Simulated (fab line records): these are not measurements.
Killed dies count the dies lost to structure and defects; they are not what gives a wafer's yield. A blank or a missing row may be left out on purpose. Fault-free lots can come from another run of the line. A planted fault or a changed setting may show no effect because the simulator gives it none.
Chamber matching || flow gf180mcu || rie_diel-03 running GF_V4_ETCH_16: 4 sister chambers
The step etches BARC in N2/H2. 16 wafers are shown with their chamber, then 8 later ones without.

EACH WAFER AND ITS CHAMBER
{"wafer": "L074.2", "chamber": 2, "drypump_motor_current_A (A)": 6.5, "throttle_valve_pct (%)": 13.227, "oes_product_au (a.u.)": 0.849}
{"wafer": "L074.5", "chamber": 1, "drypump_motor_current_A (A)": 5.9, "throttle_valve_pct (%)": 13.233, "oes_product_au (a.u.)": 0.853}
{"wafer": "L074.6", "chamber": 2, "drypump_motor_current_A (A)": 6.5, "throttle_valve_pct (%)": 13.221, "oes_product_au (a.u.)": 0.858}
{"wafer": "L075.3", "chamber": 0, "drypump_motor_current_A (A)": 5.8, "throttle_valve_pct (%)": 13.230, "oes_product_au (a.u.)": 0.850}
{"wafer": "L075.5", "chamber": 3, "drypump_motor_current_A (A)": 5.7, "throttle_valve_pct (%)": 13.219, "oes_product_au (a.u.)": 0.854}
{"wafer": "L075.6", "chamber": 2, "drypump_motor_current_A (A)": 6.5, "throttle_valve_pct (%)": 13.222, "oes_product_au (a.u.)": 0.856}
{"wafer": "L081.1", "chamber": 0, "drypump_motor_current_A (A)": 5.8, "throttle_valve_pct (%)": 13.230, "oes_product_au (a.u.)": 0.860}
{"wafer": "L081.4", "chamber": 2, "drypump_motor_current_A (A)": 6.5, "throttle_valve_pct (%)": 13.230, "oes_product_au (a.u.)": 0.856}
{"wafer": "L081.6", "chamber": 1, "drypump_motor_current_A (A)": 5.9, "throttle_valve_pct (%)": 13.234, "oes_product_au (a.u.)": 0.858}
{"wafer": "L082.2", "chamber": 2, "drypump_motor_current_A (A)": 6.5, "throttle_valve_pct (%)": 13.243, "oes_product_au (a.u.)": 0.852}
{"wafer": "L082.4", "chamber": 1, "drypump_motor_current_A (A)": 5.9, "throttle_valve_pct (%)": 13.225, "oes_product_au (a.u.)": 0.855}
{"wafer": "L082.6", "chamber": 1, "drypump_motor_current_A (A)": 5.9, "throttle_valve_pct (%)": 13.233, "oes_product_au (a.u.)": 0.857}
{"wafer": "L083.1", "chamber": 2, "drypump_motor_current_A (A)": 6.4, "throttle_valve_pct (%)": 13.216, "oes_product_au (a.u.)": 0.854}
{"wafer": "L083.2", "chamber": 3, "drypump_motor_current_A (A)": 5.6, "throttle_valve_pct (%)": 13.214, "oes_product_au (a.u.)": 0.852}
{"wafer": "L083.6", "chamber": 2, "drypump_motor_current_A (A)": 6.5, "throttle_valve_pct (%)": 13.224, "oes_product_au (a.u.)": 0.852}
{"wafer": "L095.1", "chamber": 1, "drypump_motor_current_A (A)": 6.0, "throttle_valve_pct (%)": 13.207, "oes_product_au (a.u.)": 0.856}

SIGNATURES (averages over the wafers above)
{"reading": "drypump_motor_current_A", "chamber 0": 5.800, "chamber 1": 5.920, "chamber 2": 6.486, "chamber 3": 5.650, "scatter within a chamber": 0.0424}
{"reading": "throttle_valve_pct", "chamber 0": 13.23000, "chamber 1": 13.22640, "chamber 2": 13.22614, "chamber 3": 13.21650, "scatter within a chamber": 0.00907}
{"reading": "oes_product_au", "chamber 0": 0.85500, "chamber 1": 0.85580, "chamber 2": 0.85386, "chamber 3": 0.85300, "scatter within a chamber": 0.00321}
Rule: a wafer lies at a distance from a chamber equal to the root of the sum of squares, over the readings, of (its reading less the chamber's mean, divided by the reading's scatter). If the next closest chamber is less than 2 further off than the closest, the wafer can't be placed; otherwise it belongs to the closest. The scatter: take each reading less its chamber's mean, square it, sum over the shown wafers, divide by the number of wafers less the number of chambers, and take the root.

WAFERS WITHOUT THEIR CHAMBER
{"wafer": "L095.3", "drypump_motor_current_A (A)": 5.8, "throttle_valve_pct (%)": 13.241, "oes_product_au (a.u.)": 0.848}
{"wafer": "L095.4", "drypump_motor_current_A (A)": 6.0, "throttle_valve_pct (%)": 13.216, "oes_product_au (a.u.)": 0.859}
{"wafer": "L096.1", "drypump_motor_current_A (A)": 5.8, "throttle_valve_pct (%)": 13.246, "oes_product_au (a.u.)": 0.852}
{"wafer": "L096.4", "drypump_motor_current_A (A)": 5.9, "throttle_valve_pct (%)": 13.215, "oes_product_au (a.u.)": 0.863}
{"wafer": "L096.6", "drypump_motor_current_A (A)": 5.8, "throttle_valve_pct (%)": 13.232, "oes_product_au (a.u.)": 0.856}
{"wafer": "L097.3", "drypump_motor_current_A (A)": 5.6, "throttle_valve_pct (%)": 13.215, "oes_product_au (a.u.)": 0.848}
{"wafer": "L097.4", "drypump_motor_current_A (A)": 5.7, "throttle_valve_pct (%)": 13.230, "oes_product_au (a.u.)": 0.852}
{"wafer": "L097.5", "drypump_motor_current_A (A)": 5.9, "throttle_valve_pct (%)": 13.207, "oes_product_au (a.u.)": 0.848}

WHICH CHAMBER EACH ONE RAN IN
{"wafer": "L095.3", "from the rows above": "can't be placed: 0 or 1", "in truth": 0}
{"wafer": "L095.4", "from the rows above": 1, "in truth": 1}
{"wafer": "L096.1", "from the rows above": "can't be placed: 0 or 1", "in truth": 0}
{"wafer": "L096.4", "from the rows above": "can't be placed: 1 or 0", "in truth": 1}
{"wafer": "L096.6", "from the rows above": 0, "in truth": 0}
{"wafer": "L097.3", "from the rows above": 3, "in truth": 3}
{"wafer": "L097.4", "from the rows above": "can't be placed: 3 or 0", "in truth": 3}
{"wafer": "L097.5", "from the rows above": "can't be placed: 1 or 0", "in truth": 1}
Correct placement for 3 of the 8. Not placeable from these rows: 5 (in 5, the candidates include the true chamber). Placed wrongly: 0.
